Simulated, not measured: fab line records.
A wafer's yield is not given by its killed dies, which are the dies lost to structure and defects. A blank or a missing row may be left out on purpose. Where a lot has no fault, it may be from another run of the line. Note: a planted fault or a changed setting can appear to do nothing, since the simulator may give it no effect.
Which tool was responsible? -- flow gf180mcu -- 6 lots, 18 wafers sampled, at 2 steps of a route of 602

== WHAT THE GAUGES READ, wafer by wafer ==
GF_MVSD_TW_MEAS_11.
lot,measured,on,MVSD_TW
L613,day 5 16:52,film_metro-04,1584 1583 1580
L615,day 6 02:50,film_metro-04,1581 1569 1567
L619,day 7 00:41,film_metro-01,1562 1564 1569
L625,day 8 14:26,film_metro-03,1660 1669 1674
L628,day 9 04:29,film_metro-01,1571 1563 1574
L630,day 9 21:01,film_metro-03,1573 1585 1581

== EACH LOT AND THE TOOL THAT RAN IT (in order: tool; ch and the chambers of the sampled wafers; start) ==
lot,GF_MVSD_IMPLANT_08
L613,"implanter-03 ch 0, day 5 16:30"
L615,"implanter-04 ch 0, day 6 02:28"
L619,"implanter-04 ch 0, day 7 00:17"
L625,"implanter-03 ch 0, day 8 14:02"
L628,"implanter-02 ch 0, day 9 04:05"
L630,"implanter-04 ch 0, day 9 20:37"
- GF_MVSD_IMPLANT_08

== THE ANSWER, worked out from the rows above alone ==
Rule: usual is defined by the lots themselves. Put in order of their means at a reading, lots are off if they are a third of the lots or fewer, leave a main group of 4 or more, and stand apart from it by a gap of 3 or more times the standard deviation of the main group's means; of several such gaps the widest counts. A main group whose means are all the same, to the digits that the tables above print for the reading, isn't used. Also off: a lot with no number at a reading for which 4 or more lots have one. All remaining lots with rows at the step are treated as sound.
Off: L625, seen at GF_MVSD_TW_MEAS_11 (MVSD_TW). The main group has a mean of 1574 with a standard deviation of 6.4.
If a tool, at a process step before that reading, ran all the lots that are off and no sound lot after the first of them, it fits. Those tools and the gauges at GF_MVSD_TW_MEAS_11 are tried in the same way. One fits: GF_MVSD_IMPLANT_08 on implanter-03. Its last sound lot is L613 (day 5 16:30), its first lot that is off L625 (day 8 14:02): a fault that began between those two fits.

== WHAT WAS PUT IN BY THE SIMULATOR ==
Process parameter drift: implanter-03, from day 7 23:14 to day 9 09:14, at GF_MVSD_IMPLANT_08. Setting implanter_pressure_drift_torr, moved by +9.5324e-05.
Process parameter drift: implanter-03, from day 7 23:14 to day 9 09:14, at GF_MVSD_IMPLANT_08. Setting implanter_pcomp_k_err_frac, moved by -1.
Struck lots among those shown: L625. The same result came from the rule above.
